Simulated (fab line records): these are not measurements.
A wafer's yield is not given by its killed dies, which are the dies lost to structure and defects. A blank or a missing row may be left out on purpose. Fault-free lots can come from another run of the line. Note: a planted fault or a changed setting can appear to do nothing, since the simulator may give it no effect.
Which tool is to blame? + flow sky130 + 13 lots, 39 wafers sampled, at 5 steps of a route of 708

WHAT THE GAUGES READ, wafer by wafer
SKY_SD_N_OVL_MEAS_08. Usual: SD_N_OVL 0.9 nm, standard deviation 1.3.
| lot  | measured     | on         | SD_N_OVL (nm)     | flag |
|------|--------------|------------|-------------------|------|
| L969 | day 28 16:17 | overlay-02 | 0.3 1.7 3.6       |      |
| L970 | day 29 03:41 | overlay-02 | -0.4 -0.4 -0.3    |      |
| L973 | day 30 05:26 | overlay-02 | 0.7 -0.3 0.4      |      |
| L974 | day 30 06:39 | overlay-02 | 2.2 2.4 -0.6      |      |
| L976 | day 31 05:57 | overlay-01 | 2.2 2.0 1.5       |      |
| L977 | day 31 13:25 | overlay-02 | 2.3 3.1 4.1       |      |
| L978 | day 31 20:32 | overlay-02 | 269.5 271.6 271.5 | OFF  |
| L980 | day 32 13:11 | overlay-01 | 270.3 267.3 269.0 | OFF  |
| L982 | day 33 00:14 | overlay-01 | 271.2 269.1 270.9 | OFF  |
| L983 | day 33 10:39 | overlay-02 | 0.8 0.9 0.9       |      |
| L985 | day 34 06:53 | overlay-01 | 270.0 272.1 269.7 | OFF  |
| L989 | day 35 05:26 | overlay-02 | 0.8 2.4 0.7       |      |
| L992 | day 35 19:41 | overlay-02 | -1.9 -0.8 -1.0    |      |

SKY_LI_CONTACT_BOW_MEAS_03. Usual: LI_CONTACT_BOW 57 um, standard deviation 7.
| lot  | measured     | on           | LI_CONTACT_BOW (um) | flag |
|------|--------------|--------------|---------------------|------|
| L969 | day 28 17:53 | filmMetro-04 | 65 55 57            |      |
| L970 | day 29 05:16 | filmMetro-03 | 57 52 59            |      |
| L973 | day 30 07:00 | filmMetro-04 | 54 50 55            |      |
| L974 | day 30 08:16 | filmMetro-01 | 68 61 55            |      |
| L976 | day 31 07:37 | filmMetro-03 | 53 56 53            |      |
| L977 | day 31 14:59 | filmMetro-01 | 67 58 64            |      |
| L978 | day 31 22:07 | filmMetro-03 | 52 63 57            |      |
| L980 | day 32 14:46 | filmMetro-04 | 57 52 68            |      |
| L982 | day 33 01:50 | filmMetro-01 | 40 46 57            |      |
| L983 | day 33 12:14 | filmMetro-01 | 45 55 60            |      |
| L985 | day 34 08:28 | filmMetro-01 | 66 58 64            |      |
| L989 | day 35 07:00 | filmMetro-03 | 53 60 57            |      |
| L992 | day 35 21:16 | filmMetro-04 | 60 55 55            |      |

SKY_LI_CONTACT_OVL_MEAS_13. Usual: LI_CONTACT_OVL 4 nm, standard deviation 5.8.
| lot  | measured     | on         | LI_CONTACT_OVL (nm) | flag |
|------|--------------|------------|---------------------|------|
| L969 | day 29 22:20 | overlay-02 | 2 0 0               |      |
| L970 | day 30 08:55 | overlay-01 | -1 9 -2             |      |
| L973 | day 31 12:10 | overlay-01 | 16 6 7              |      |
| L974 | day 31 13:08 | overlay-02 | -4 -4 1             |      |
| L976 | day 32 12:26 | overlay-02 | 21 11 15            |      |
| L977 | day 32 18:40 | overlay-02 | 12 1 2              |      |
| L978 | day 33 02:20 | overlay-02 | 10 11 10            |      |
| L980 | day 33 18:23 | overlay-02 | 6 8 5               |      |
| L982 | day 34 05:10 | overlay-02 | 9 13 9              |      |
| L983 | day 34 15:56 | overlay-02 | 8 7 6               |      |
| L985 | day 35 12:13 | overlay-01 | 2 0 4               |      |
| L989 | day 36 09:56 | overlay-02 | -2 -6 6             |      |
| L992 | day 37 00:05 | overlay-01 | -1 5 -2             |      |

TOOL THAT RAN EACH LOT (tool first, then ch and the chambers of the sampled wafers, then the start)
| lot  | SKY_SPACER_ETCHBACK_02            | SKY_SD_N_EXPOSE_04                 |
|------|-----------------------------------|------------------------------------|
| L969 | rieDiel-01 ch 2,3, day 23 15:20   | ilineStepper-02 ch 0, day 28 01:53 |
| L970 | rieDiel-02 ch 0,1,3, day 24 04:02 | ilineStepper-02 ch 0, day 28 13:34 |
| L973 | rieDiel-02 ch 1,3, day 25 06:26   | ilineStepper-02 ch 0, day 29 14:37 |
| L974 | rieDiel-01 ch 0,1, day 25 08:29   | ilineStepper-01 ch 0, day 29 16:47 |
| L976 | rieDiel-03 ch 0,2, day 26 09:02   | ilineStepper-01 ch 0, day 30 15:34 |
| L977 | rieDiel-02 ch 0,1,3, day 26 18:08 | ilineStepper-01 ch 0, day 30 23:39 |
| L978 | rieDiel-03 ch 0,1,3, day 27 01:52 | ilineStepper-01 ch 0, day 31 07:14 |
| L980 | rieDiel-02 ch 1,2,3, day 27 16:53 | ilineStepper-01 ch 0, day 31 22:38 |
| L982 | rieDiel-03 ch 0,1,3, day 28 06:46 | ilineStepper-01 ch 0, day 32 10:29 |
| L983 | rieDiel-03 ch 0,3, day 28 16:46   | ilineStepper-02 ch 0, day 32 20:49 |
| L985 | rieDiel-03 ch 0,1,3, day 29 13:35 | ilineStepper-01 ch 0, day 33 16:58 |
| L989 | rieDiel-01 ch 0,2,3, day 30 13:02 | ilineStepper-02 ch 0, day 34 16:01 |
| L992 | rieDiel-01 ch 0,1, day 31 05:26   | ilineStepper-02 ch 0, day 35 05:49 |
- SKY_SPACER_ETCHBACK_02: etches Si3N4 in CH3F/O2, stops on SiO2, time 46.7 s, target depth 45 nm.
- SKY_SD_N_EXPOSE_04: exposes mask NSDM, target cd 380 nm.

AS READ BY THE TOOLS THEMSELVES (means over the sampled wafers that have a number; for cases with no such wafer, the mark the record gives instead)
SKY_SPACER_ETCHBACK_02. Usual: O2_flow_sccm 30.00 sccm, standard deviation 0.09; drypumpMotorCurrentA 5.6 A, standard deviation 0.47; oesProductAu 0.856 a.u., standard deviation 0.0052; throttleValvePct 10.561 %, standard deviation 0.0086.
| lot  | tool       | O2_flow_sccm (sccm) | drypumpMotorCurrentA (A) | oesProductAu (a.u.) | throttleValvePct (%) | flag |
|------|------------|---------------------|--------------------------|---------------------|----------------------|------|
| L969 | rieDiel-01 | 30.00               | 5.1                      | 0.857               | 10.549               |      |
| L970 | rieDiel-02 | 30.04               | 5.6                      | 0.858               | 10.568               |      |
| L973 | rieDiel-02 | 30.05               | 5.5                      | 0.861               | 10.572               |      |
| L974 | rieDiel-01 | 30.04               | 6.1                      | 0.855               | 10.564               |      |
| L976 | rieDiel-03 | 29.96               | 5.8                      | 0.852               | 10.566               |      |
| L977 | rieDiel-02 | 30.00               | 5.6                      | 0.854               | 10.558               |      |
| L978 | rieDiel-03 | 29.98               | 5.5                      | 0.855               | 10.557               |      |
| L980 | rieDiel-02 | 30.06               | 5.6                      | 0.856               | 10.557               |      |
| L982 | rieDiel-03 | 30.10               | 5.5                      | 0.860               | 10.560               |      |
| L983 | rieDiel-03 | 30.04               | 5.3                      | 0.852               | 10.557               |      |
| L985 | rieDiel-03 | 29.99               | 5.5                      | 0.853               | 10.560               |      |
| L989 | rieDiel-01 | 29.98               | 5.3                      | 0.856               | 10.567               |      |
| L992 | rieDiel-01 | 29.98               | 6.4                      | 0.858               | 10.557               |      |

THE ANSWER, worked out from the rows above alone
Rule: lot off if the mean of its wafers having a number is beyond 3 standard deviations from the usual mean. A lot without any number at a reading at which 4 lots or more have one is off too. The other lots that the step has rows for count as sound. The gauges are gone through in route order, then the tools' own readings, and for those a lot's mean is taken as printed above. The first step at which some lot is off is used, and at that step the reading that is off furthest; a lot without a number counts as furthest.
Off: L978, L980, L982, L985, at SKY_SD_N_OVL_MEAS_08 (SD_N_OVL).
If a tool, at a process step before that reading, ran all the lots that are off and no sound lot after the first of them, it fits. Gauges at SKY_SD_N_OVL_MEAS_08: tried the same way as those tools. One fits: ilineStepper-01 at SKY_SD_N_EXPOSE_04. A fault onset in the window from L977 (day 30 23:39, its last sound lot) to L978 (day 31 07:14, its first lot off) fits.

WHAT WAS PUT IN BY THE SIMULATOR
Scanner matching overlay: ilineStepper-01, from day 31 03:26 on, at SKY_SD_N_EXPOSE_04. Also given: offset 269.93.
Lots struck among those shown: L978, L980, L982, L985. The rule above reached the same finding.
